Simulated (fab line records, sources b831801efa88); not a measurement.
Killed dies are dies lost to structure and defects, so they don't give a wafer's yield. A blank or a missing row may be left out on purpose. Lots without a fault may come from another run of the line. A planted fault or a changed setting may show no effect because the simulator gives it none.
fab line records | flow gf180mcu | part 1 of 2: steps 1 to 31 of 42
record lots=5 wafers=15 last_day=33
route steps=602 shown HV_LDD@197 NSD@235
lots that met no fault: from a run of the same line without faults
start_h: hours from the record's first day to the start of the lot's first wafer shown | wait_h: hours since the lot's step before | " the same as in the row above | L1.1+2: a row that stands for several wafers | - no value, or no start given | * or withheld: withheld | < > ~ a bound
route shown NAME@n: a module of which the file shows steps, and the number in the route of the first | usual: mean/standard deviation of fault-free wafers | same: alike in all rows | chamber/n: place in a boat | sites: the reading at each site | _std_site: their standard deviation | _edge_site: outer sites' mean less inner sites' | radius_mm: how far each site lies from the wafer's centre | mask NAME#n: copy n | behind: the tool/chamber that last shaped the wafer | hold: why the lot was held/for how many hours/how that ended | device: the transistor (n, p or np) that didn't switch | end of line: the same wafers' tests at the end of the route | a step without rows: its recipe alone | killed: dies lost to structure and defects at the first sort, not the wafer's yield | map: a wafer's dies, x killed, . not, _ none there
set.NAME: the setting as run; set.NAME@STEP: as run at that earlier step | model.NAME: the simulator's own value behind a step, which no gauge read
lots at some steps of the route; a table a step, a row a wafer
services: from which hour (start_h, from the record's first day; less than 0 if before it) a tool's chamber was out of use, for how many hours, and why
## steps
# step GF_HV_LDD_IMPLANT_21
# recipe species=BF2 energy_kev=25 dose_cm2=5e+13 tilt_deg=7
# columns lot.wafer tool chamber start_h wait_h
L080.1+3+4 implanter-02 0 283.04 0.0
L081.1+5+6 implanter-04 0 288.73 0.0
L084.1+3+4 implanter-04 0 317.57 0.0
L089.3+4+5 implanter-04 0 351.87 0.1
L093.1+4+6 implanter-01 0 377.83 0.0
# step GF_HV_LDD_STRIP_22
# recipe chemistry=O2/N2 power_w=1400 pressure_mtorr=1500 platen_temp_c=250 o2_flow_sccm=3000 n2_flow_sccm=300 overash_fraction=0.5
# usual drypump_motor_current_A=5.8/0.47 heater_power_w=358/21 n2_flow_sccm=300.0/0.86 oes_product_au=0.716/0.0043 strip_time_to_endpoint_s=12.63/0.031
# columns lot.wafer tool chamber start_h wait_h drypump_motor_current_A heater_power_w n2_flow_sccm oes_product_au rf_hours_counter_h strip_time_to_endpoint_s
L080.1 plasma_asher-04 1 283.19 0.1 5.5 354 301.0 0.718 66 12.63
L080.3 " 0 " " 6.5 390 301.2 0.709 - 12.62
L080.4 " 1 " " 5.5 358 298.7 0.726 - 12.65
L081.1 plasma_asher-04 1 288.88 0.1 5.5 358 298.7 0.717 66 12.61
L081.5 " 1 " " 5.5 355 298.5 0.716 - 12.64
L081.6 " 0 " " 6.5 381 300.3 0.716 - 12.61
L084.1 plasma_asher-03 1 317.72 0.1 5.7 305 300.0 0.717 19 12.66
L084.3 " 1 " " 5.7 302 300.7 0.713 - 12.62
L084.4 " 0 " " 5.5 355 301.4 0.719 - 12.64
L089.3 plasma_asher-02 1 352.00 0.1 5.3 361 300.9 0.711 - 12.65
L089.4 " 0 " " 5.6 349 301.0 0.722 - 12.62
L089.5 " 0 " " 5.6 369 301.2 0.718 - 12.65
L093.1 plasma_asher-02 0 377.98 0.1 5.5 361 299.4 0.711 61 12.61
L093.4 " 1 " " 5.2 365 300.3 0.716 - 12.59
L093.6 " 0 " " 5.5 365 299.9 0.715 - 12.59
# step GF_HV_LDD_TW_MEAS_23
# usual HV_LDD_2_TW=1055/7.6
# columns lot.wafer tool chamber start_h wait_h HV_LDD_2_TW
L080.1 film_metro-01 - 283.29 0.1 1049
L080.3 " - " " 1051
L080.4 " - " " 1053
L081.1 film_metro-01 - 288.98 0.1 1052
L081.5 " - " " 1052
L081.6 " - " " 1053
L084.1 film_metro-02 - 317.82 0.1 1059
L084.3 " - " " 1060
L084.4 " - " " 1062
L089.3 film_metro-04 - 352.09 0.1 1043
L089.4 " - " " 1040
L089.5 " - " " 1041
L093.1 film_metro-02 - 378.08 0.1 1050
L093.4 " - " " 1053
L093.6 " - " " 1052
# step GF_HV_LDD_DEHYDRATE_24
# recipe temp_c=200 time_s=60
# columns lot.wafer tool chamber start_h wait_h
L080.1+3+4 litho_track-02 0 291.76 8.5
L081.1+5+6 litho_track-02 0 298.01 9.0
L084.1+3+4 litho_track-02 0 327.26 9.4
L089.3+4+5 litho_track-03 0 362.78 10.7
L093.1+4+6 litho_track-04 0 389.57 11.5
# step GF_HV_LDD_HMDS_25
# recipe prime_time_s=60 prime_temp_c=120
# columns lot.wafer tool chamber start_h wait_h
L080.1+3+4 litho_track-02 0 291.91 0.1
L081.1+5+6 litho_track-02 0 298.16 0.1
L084.1+3+4 litho_track-02 0 327.41 0.1
L089.3+4+5 litho_track-03 0 362.93 0.1
L093.1+4+6 litho_track-04 0 389.72 0.1
# step GF_HV_LDD_COAT_26
# recipe resist=NOVOLAK spin_rpm=3000 resist_thk_nm=1000
# columns lot.wafer tool chamber start_h wait_h
L080.1+3+4 litho_track-02 0 292.06 0.1
L081.1+5+6 litho_track-02 0 298.31 0.1
L084.1+3+4 litho_track-02 0 327.56 0.1
L089.3+4+5 litho_track-03 0 363.08 0.1
L093.1+4+6 litho_track-04 0 389.87 0.1
# step GF_HV_LDD_SOFTBAKE_27
# recipe temp_c=90 time_s=60 resist=NOVOLAK
# columns lot.wafer tool chamber start_h wait_h
L080.1+3+4 litho_track-02 0 292.21 0.1
L081.1+5+6 litho_track-02 0 298.46 0.1
L084.1+3+4 litho_track-02 0 327.71 0.1
L089.3+4+5 litho_track-03 0 363.23 0.1
L093.1+4+6 litho_track-04 0 390.02 0.1
# step GF_HV_LDD_EXPOSE_28
# recipe mask_id=Nplus_HV_AREA target_cd_nm=400 na=0.6 source_shape=conventional sigma_outer=0.6 dose_mj=140
# usual exposure_dose_mJ_cm2=140.01/0.12
# columns lot.wafer tool chamber start_h wait_h mask exposure_dose_mJ_cm2
L080.1 iline_stepper-02 0 - - Nplus_HV_AREA#0 140.13
L080.3 " 0 " " Nplus_HV_AREA#0 139.99
L080.4 " 0 " " Nplus_HV_AREA#0 140.15
L081.1 iline_stepper-02 0 - - Nplus_HV_AREA#0 140.10
L081.5 " 0 " " Nplus_HV_AREA#0 139.96
L081.6 " 0 " " Nplus_HV_AREA#0 139.99
L084.1 iline_stepper-01 0 - - Nplus_HV_AREA#0 140.12
L084.3 " 0 " " Nplus_HV_AREA#0 140.06
L084.4 " 0 " " Nplus_HV_AREA#0 140.11
L089.3 iline_stepper-02 0 - - Nplus_HV_AREA#0 139.94
L089.4 " 0 " " Nplus_HV_AREA#0 139.98
L089.5 " 0 " " Nplus_HV_AREA#0 140.06
L093.1 iline_stepper-02 0 - - Nplus_HV_AREA#0 140.01
L093.4 " 0 " " Nplus_HV_AREA#0 140.07
L093.6 " 0 " " Nplus_HV_AREA#0 140.11
# step GF_HV_LDD_PEB_29
# recipe temp_c=withheld time_s=* resist=NOVOLAK
# columns lot.wafer tool chamber start_h wait_h
L080.1+3+4 litho_track-03 0 - -
L081.1+5+6 litho_track-04 0 - -
L084.1+3+4 litho_track-04 0 - -
L089.3+4+5 litho_track-03 0 - -
L093.1+4+6 litho_track-02 0 - -
# step GF_HV_LDD_DEVELOP_30
# recipe develop_time_s=60 dev_temp_c=23
# columns lot.wafer tool chamber start_h wait_h
L080.1+3+4 litho_track-03 0 302.53 0.1
L081.1+5+6 litho_track-04 0 308.07 0.1
L084.1+3+4 litho_track-04 0 337.57 0.1
L089.3+4+5 litho_track-03 0 374.03 0.1
L093.1+4+6 litho_track-02 0 401.26 0.1
# step GF_HV_LDD_CD_MEAS_31
# recipe target_cd_nm=400
# usual cd_nm=399.2/2.8
# columns lot.wafer tool chamber start_h wait_h cd_nm
L080.1 cd_sem-02 - 302.68 0.1 395.4
L080.3 " - " " 396.2
L080.4 " - " " 397.8
L081.1 cd_sem-02 - 308.22 0.1 397.3
L081.5 " - " " 400.3
L081.6 " - " " 397.6
L084.1 cd_sem-01 - 337.72 0.1 402.1
L084.3 " - " " 399.9
L084.4 " - " " 402.5
L089.3 cd_sem-01 - 374.17 0.1 400.3
L089.4 " - " " 401.6
L089.5 " - " " 400.1
L093.1 cd_sem-01 - 401.41 0.1 396.6
L093.4 " - " " 399.5
L093.6 " - " " 397.7
# step GF_HV_LDD_OVL_MEAS_32
# usual HV_LDD_02_OVL=0.9/1.5
# columns lot.wafer tool chamber start_h wait_h HV_LDD_02_OVL[nm]
L080.1 overlay-02 - 302.80 0.1 0.7
L080.3 " - " " -0.8
L080.4 " - " " 1.1
L081.1 overlay-02 - 308.34 0.1 2.8
L081.5 " - " " 2.7
L081.6 " - " " 0.9
L084.1 overlay-01 - 337.84 0.1 -1.5
L084.3 " - " " -1.6
L084.4 " - " " -1.2
L089.3 overlay-02 - 374.26 0.1 2.9
L089.4 " - " " 2.5
L089.5 " - " " -0.6
L093.1 overlay-01 - 401.53 0.1 2.7
L093.4 " - " " 3.5
L093.6 " - " " 3.3
# step GF_HV_LDD_IMPLANT_33
# recipe species=P energy_kev=60 dose_cm2=7.5e+12 tilt_deg=30 rotation_deg=0
# columns lot.wafer tool chamber start_h wait_h
L080.1+3+4 implanter-04 0 302.84 0.0
L081.1+5+6 implanter-04 0 308.38 0.0
L084.1+3+4 implanter-04 0 337.88 0.0
L089.3+4+5 implanter-02 0 374.33 0.1
L093.1+4+6 implanter-02 0 401.57 0.0
# step GF_HV_LDD_IMPLANT_34
# recipe species=P energy_kev=60 dose_cm2=7.5e+12 tilt_deg=30 rotation_deg=90
# columns lot.wafer tool chamber start_h wait_h
L080.1+3+4 implanter-04 0 302.99 0.1
L081.1+5+6 implanter-04 0 308.53 0.1
L084.1+3+4 implanter-04 0 338.03 0.1
L089.3+4+5 implanter-02 0 374.48 0.1
L093.1+4+6 implanter-02 0 401.72 0.1
# step GF_HV_LDD_IMPLANT_35
# recipe species=P energy_kev=60 dose_cm2=7.5e+12 tilt_deg=30 rotation_deg=180
# columns lot.wafer tool chamber start_h wait_h
L080.1+3+4 implanter-04 0 303.14 0.1
L081.1+5+6 implanter-04 0 308.68 0.1
L084.1+3+4 implanter-04 0 338.18 0.1
L089.3+4+5 implanter-02 0 374.63 0.1
L093.1+4+6 implanter-02 0 401.87 0.1
# step GF_HV_LDD_IMPLANT_36
# recipe species=P energy_kev=60 dose_cm2=7.5e+12 tilt_deg=30 rotation_deg=270
# columns lot.wafer tool chamber start_h wait_h
L080.1+3+4 implanter-04 0 303.29 0.1
L081.1+5+6 implanter-04 0 308.83 0.1
L084.1+3+4 implanter-04 0 338.33 0.1
L089.3+4+5 implanter-02 0 374.78 0.1
L093.1+4+6 implanter-02 0 402.02 0.1
# step GF_HV_LDD_STRIP_37
# recipe chemistry=O2/N2 power_w=1400 pressure_mtorr=1500 platen_temp_c=250 o2_flow_sccm=3000 n2_flow_sccm=300 overash_fraction=0.5
# usual drypump_motor_current_A=5.6/0.35 heater_power_w=351/25 n2_flow_sccm=300.0/0.87 oes_product_au=0.716/0.0047 strip_time_to_endpoint_s=12.64/0.035
# columns lot.wafer tool chamber start_h wait_h drypump_motor_current_A heater_power_w n2_flow_sccm oes_product_au rf_hours_counter_h strip_time_to_endpoint_s
L080.1 plasma_asher-03 1 303.44 0.1 5.7 313 299.9 0.715 18 12.60
L080.3 " 0 " " 5.4 353 299.7 0.702 - 12.66
L080.4 " 1 " " 5.7 301 299.9 0.711 - 12.63
L081.1 plasma_asher-02 0 308.98 0.1 5.5 368 300.7 0.721 54 12.58
L081.5 " 1 " " 5.2 359 301.3 0.715 - 12.63
L081.6 " 0 " " 5.6 372 300.1 0.707 - 12.64
L084.1 plasma_asher-03 1 338.48 0.1 5.7 312 301.9 0.714 21 12.72
L084.3 " 1 " " 5.7 303 300.4 0.715 - 12.72
L084.4 " 0 " " 5.4 368 300.6 0.718 - 12.73
L089.3 plasma_asher-03 0 374.92 0.1 5.4 356 299.3 0.717 - 12.63
L089.4 " 1 " " 5.7 298 299.9 0.706 - 12.65
L089.5 " 0 " " 5.4 359 300.0 0.727 - 12.58
L093.1 plasma_asher-04 0 402.17 0.1 6.5 376 301.3 0.719 78 12.67
L093.4 " 1 " " 5.5 366 297.8 0.714 - 12.63
L093.6 " 1 " " 5.5 358 299.9 0.717 - 12.65
# step GF_HV_LDD_TW_MEAS_38
# usual HV_LDD_3_TW=1435/12
# columns lot.wafer tool chamber start_h wait_h HV_LDD_3_TW
L080.1 film_metro-04 - 303.54 0.1 1416
L080.3 " - " " 1421
L080.4 " - " " 1424
L081.1 film_metro-01 - 309.08 0.1 1434
L081.5 " - " " 1437
L081.6 " - " " 1436
L084.1 film_metro-02 - 338.58 0.1 1442
L084.3 " - " " 1444
L084.4 " - " " 1441
L089.3 film_metro-04 - 375.00 0.1 1420
L089.4 " - " " 1415
L089.5 " - " " 1414
L093.1 film_metro-02 - 402.27 0.1 1431
L093.4 " - " " 1432
L093.6 " - " " 1418
# step GF_HV_LDD_DEHYDRATE_39
# recipe temp_c=200 time_s=60
# columns lot.wafer tool chamber start_h wait_h
L080.1+3+4 litho_track-02 0 313.31 9.8
L081.1+5+6 litho_track-04 0 319.52 10.4
L084.1+3+4 litho_track-03 0 349.38 10.8
L089.3+4+5 litho_track-03 0 385.73 10.7
L093.1+4+6 litho_track-03 0 413.43 11.2
# step GF_HV_LDD_HMDS_40
# recipe prime_time_s=60 prime_temp_c=120
# columns lot.wafer tool chamber start_h wait_h
L080.1+3+4 litho_track-02 0 313.46 0.1
L081.1+5+6 litho_track-04 0 319.67 0.1
L084.1+3+4 litho_track-03 0 349.53 0.1
L089.3+4+5 litho_track-03 0 385.88 0.1
L093.1+4+6 litho_track-03 0 413.58 0.1
# step GF_HV_LDD_COAT_41
# recipe resist=NOVOLAK spin_rpm=3000 resist_thk_nm=1000
# columns lot.wafer tool chamber start_h wait_h
L080.1+3+4 litho_track-02 0 313.61 0.1
L081.1+5+6 litho_track-04 0 319.82 0.1
L084.1+3+4 litho_track-03 0 349.68 0.1
L089.3+4+5 litho_track-03 0 386.03 0.1
L093.1+4+6 litho_track-03 0 413.73 0.1
# step GF_HV_LDD_SOFTBAKE_42
# recipe temp_c=90 time_s=60 resist=NOVOLAK
# columns lot.wafer tool chamber start_h wait_h
L080.1+3+4 litho_track-02 0 313.76 0.1
L081.1+5+6 litho_track-04 0 319.97 0.1
L084.1+3+4 litho_track-03 0 349.83 0.1
L089.3+4+5 litho_track-03 0 386.18 0.1
L093.1+4+6 litho_track-03 0 413.88 0.1
# step GF_HV_LDD_EXPOSE_43
# recipe mask_id=Pplus_HV_AREA target_cd_nm=400 na=0.6 source_shape=conventional sigma_outer=0.6 dose_mj=140
# usual exposure_dose_mJ_cm2=140.00/0.15
# columns lot.wafer tool chamber start_h wait_h mask exposure_dose_mJ_cm2
L080.1 iline_stepper-01 0 - - Pplus_HV_AREA#0 140.19
L080.3 " 0 " " Pplus_HV_AREA#0 139.88
L080.4 " 0 " " Pplus_HV_AREA#0 139.91
L081.1 iline_stepper-02 0 - - Pplus_HV_AREA#0 139.94
L081.5 " 0 " " Pplus_HV_AREA#0 139.97
L081.6 " 0 " " Pplus_HV_AREA#0 140.10
L084.1 iline_stepper-01 0 - - Pplus_HV_AREA#0 139.99
L084.3 " 0 " " Pplus_HV_AREA#0 139.93
L084.4 " 0 " " Pplus_HV_AREA#0 139.87
L089.3 iline_stepper-02 0 - - Pplus_HV_AREA#0 139.85
L089.4 " 0 " " Pplus_HV_AREA#0 139.87
L089.5 " 0 " " Pplus_HV_AREA#0 140.01
L093.1 iline_stepper-02 0 - - Pplus_HV_AREA#0 140.00
L093.4 " 0 " " Pplus_HV_AREA#0 140.02
L093.6 " 0 " " Pplus_HV_AREA#0 140.11
# step GF_HV_LDD_PEB_44
# recipe temp_c=withheld time_s=* resist=NOVOLAK
# columns lot.wafer tool chamber start_h wait_h
L080.1+3+4 litho_track-03 0 - -
L081.1+5+6 litho_track-03 0 - -
L084.1+3+4 litho_track-03 0 - -
L089.3+4+5 litho_track-04 0 - -
L093.1+4+6 litho_track-02 0 - -
# step GF_HV_LDD_DEVELOP_45
# recipe develop_time_s=60 dev_temp_c=23
# columns lot.wafer tool chamber start_h wait_h
L080.1+3+4 litho_track-03 0 324.28 0.1
L081.1+5+6 litho_track-03 0 329.13 0.1
L084.1+3+4 litho_track-03 0 360.88 0.1
L089.3+4+5 litho_track-04 0 397.12 0.1
L093.1+4+6 litho_track-02 0 425.56 0.1
# step GF_HV_LDD_CD_MEAS_46
# recipe target_cd_nm=400
# usual cd_nm=400.4/2.4
# columns lot.wafer tool chamber start_h wait_h cd_nm
L080.1 cd_sem-01 - 324.43 0.1 398.8
L080.3 " - " " 397.3
L080.4 " - " " 398.1
L081.1 cd_sem-01 - 329.28 0.1 401.0
L081.5 " - " " 401.4
L081.6 " - " " 402.6
L084.1 cd_sem-02 - 361.03 0.1 401.5
L084.3 " - " " 400.6
L084.4 " - " " 400.9
L089.3 cd_sem-02 - 397.26 0.1 397.3
L089.4 " - " " 398.8
L089.5 " - " " 397.2
L093.1 cd_sem-01 - 425.71 0.1 402.0
L093.4 " - " " 403.5
L093.6 " - " " 403.1
# step GF_HV_LDD_OVL_MEAS_47
# usual HV_LDD_03_OVL=1.0/1.3
# columns lot.wafer tool chamber start_h wait_h HV_LDD_03_OVL[nm]
L080.1 overlay-02 - 324.55 0.1 -0.6
L080.3 " - " " 0.9
L080.4 " - " " 1.8
L081.1 overlay-02 - 329.40 0.1 2.6
L081.5 " - " " 2.2
L081.6 " - " " 2.8
L084.1 overlay-01 - 361.15 0.1 2.4
L084.3 " - " " 0.4
L084.4 " - " " 1.5
L089.3 overlay-01 - 397.35 0.1 -2.0
L089.4 " - " " 0.2
L089.5 " - " " -1.2
L093.1 overlay-01 - 425.83 0.1 2.2
L093.4 " - " " -0.7
L093.6 " - " " 2.1
# step GF_HV_LDD_IMPLANT_48
# recipe species=B energy_kev=25 dose_cm2=3e+13 tilt_deg=7
# columns lot.wafer tool chamber start_h wait_h
L080.1+3+4 implanter-01 0 324.58 0.0
L081.1+5+6 implanter-02 0 329.43 0.0
L084.1+3+4 implanter-04 0 361.18 0.0
L089.3+4+5 implanter-02 0 397.43 0.1
L093.1+4+6 implanter-01 0 425.87 0.0
# step GF_HV_LDD_STRIP_49
# recipe chemistry=O2/N2 power_w=1400 pressure_mtorr=1500 platen_temp_c=250 o2_flow_sccm=3000 n2_flow_sccm=300 overash_fraction=0.5
# usual drypump_motor_current_A=5.6/0.39 heater_power_w=353/25 n2_flow_sccm=300.0/0.83 oes_product_au=0.716/0.0044 strip_time_to_endpoint_s=12.63/0.033
# columns lot.wafer tool chamber start_h wait_h drypump_motor_current_A heater_power_w n2_flow_sccm oes_product_au rf_hours_counter_h strip_time_to_endpoint_s
L080.1 plasma_asher-04 1 324.73 0.1 5.5 364 301.0 0.725 69 12.63
L080.3 " 0 " " 6.5 373 300.2 0.711 - 12.61
L080.4 " 1 " " 5.5 351 300.4 0.726 - 12.61
L081.1 plasma_asher-03 0 329.58 0.1 5.5 369 300.1 0.713 21 12.61
L081.5 " 1 " " 5.7 312 300.5 0.708 - 12.60
L081.6 " 0 " " 5.4 366 300.4 0.721 - 12.61
L084.1 plasma_asher-03 0 361.33 0.1 5.4 363 299.1 0.717 24 12.66
L084.3 " 1 " " 5.7 307 299.0 0.714 - 12.62
L084.4 " 0 " " 5.4 352 299.6 0.718 - 12.58
L089.3 plasma_asher-04 0 397.56 0.1 6.5 384 299.3 0.714 - 12.67
L089.4 " 1 " " 5.5 354 301.0 0.715 - 12.63
L089.5 " 0 " " 6.5 390 299.2 0.716 - 12.62
L093.1 plasma_asher-03 1 426.02 0.1 5.7 300 300.1 0.707 31 12.65
L093.4 " 0 " " 5.4 362 300.0 0.718 - 12.67
L093.6 " 0 " " 5.4 357 300.1 0.712 - 12.60
# step GF_HV_LDD_TW_MEAS_50
# usual HV_LDD_4_TW=567/5.3
# columns lot.wafer tool chamber start_h wait_h HV_LDD_4_TW
L080.1 film_metro-02 - 324.83 0.1 572
L080.3 " - " " 568
L080.4 " - " " 573
L081.1 film_metro-04 - 329.68 0.1 563
L081.5 " - " " 563
L081.6 " - " " 562
L084.1 film_metro-04 - 361.43 0.1 562
L084.3 " - " " 567
L084.4 " - " " 563
L089.3 film_metro-01 - 397.65 0.1 577
L089.4 " - " " 574
L089.5 " - " " 571
L093.1 film_metro-01 - 426.12 0.1 574
L093.4 " - " " 572
L093.6 " - " " 574
# step GF_HV_LDD_CLEAN_51
# recipe chemistry=SC1/SC2 mix=1:4:20 temp_c=70 time_s=150 dry=n2_spin
# columns lot.wafer tool chamber start_h wait_h
L080.1+3+4 wet_bench-02 2 324.89 0.1
L081.1+5+6 wet_bench-02 3 329.74 0.1
L084.1+3+4 wet_bench-01 1 361.49 0.1
L089.3+4+5 wet_bench-01 0 397.69 0.0
L093.1+4+6 wet_bench-01 0 426.18 0.1
